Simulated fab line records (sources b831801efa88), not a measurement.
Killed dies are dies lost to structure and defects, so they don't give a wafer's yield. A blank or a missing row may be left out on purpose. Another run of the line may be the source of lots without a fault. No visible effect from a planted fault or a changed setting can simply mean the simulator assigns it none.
What tool caused it? + flow sky130 + 12 lots with 36 wafers sampled at 2 steps, on a route of 708 steps

WHAT EACH GAUGE READ, for each wafer
SKY_VIA1_THK_MEAS_23: measures by xrf.
| lot  | measured     | on           | VIA1_W_THK (nm) |
|------|--------------|--------------|-----------------|
| L075 | day 34 00:43 | filmMetro-03 | 275 282 284     |
| L077 | day 34 21:01 | filmMetro-02 | 278 276 281     |
| L079 | day 35 22:30 | filmMetro-01 | 280 273 278     |
| L081 | day 37 17:33 | filmMetro-02 | 274 280 285     |
| L083 | day 36 23:27 | filmMetro-01 | 271 277 270     |
| L085 | day 37 17:46 | filmMetro-01 | 274 282 272     |
| L087 | day 38 04:41 | filmMetro-01 | 274 277 275     |
| L089 | day 38 23:23 | filmMetro-03 | 280 276 276     |
| L091 | day 39 09:14 | filmMetro-01 | 282 281 272     |
| L093 | day 40 07:35 | filmMetro-01 | 276 276 275     |
| L095 | day 40 10:27 | filmMetro-02 | 272 271 272     |
| L097 | day 41 04:28 | filmMetro-02 | 279 281 272     |

EACH LOT AND THE TOOL THAT RAN IT (in order: tool; ch and the chambers of the sampled wafers; start)
| lot  | SKY_CONTACT_STRIP_19                |
|------|-------------------------------------|
| L075 | plasmaAsher-03 ch 0,1, day 31 14:05 |
| L077 | plasmaAsher-03 ch 0,1, day 32 12:24 |
| L079 | plasmaAsher-03 ch 0,1, day 33 15:04 |
| L081 | plasmaAsher-04 ch 0,1, day 34 04:43 |
| L083 | plasmaAsher-03 ch 0, day 34 15:18   |
| L085 | plasmaAsher-02 ch 0,1, day 35 09:32 |
| L087 | plasmaAsher-04 ch 0,1, day 35 20:23 |
| L089 | plasmaAsher-02 ch 0, day 36 14:33   |
| L091 | plasmaAsher-03 ch 0,1, day 37 02:36 |
| L093 | plasmaAsher-02 ch 0,1, day 37 23:36 |
| L095 | plasmaAsher-04 ch 0,1, day 38 04:53 |
| L097 | plasmaAsher-04 ch 1, day 38 23:12   |
- SKY_CONTACT_STRIP_19: strips in O2/N2.

THE ANSWER, worked out from the rows above alone
Rule: what is usual is taken from the lots themselves. The widest of any qualifying gaps counts: lots, ordered by their means at a reading, are off when they make up no more than a third of the lots, leave a main group of 4 or more, and stand apart from it by 3 or more times the standard deviation of that group's means. Not used: any main group whose means are identical at the precision the tables above print for the reading. Also off: a lot with no number at a reading for which 4 or more lots have one. Any other lot the step has rows for is counted as sound.
Across all readings shown, no lot is off: no conclusion can be drawn from this.

WHAT THE SIMULATOR HAD PUT IN
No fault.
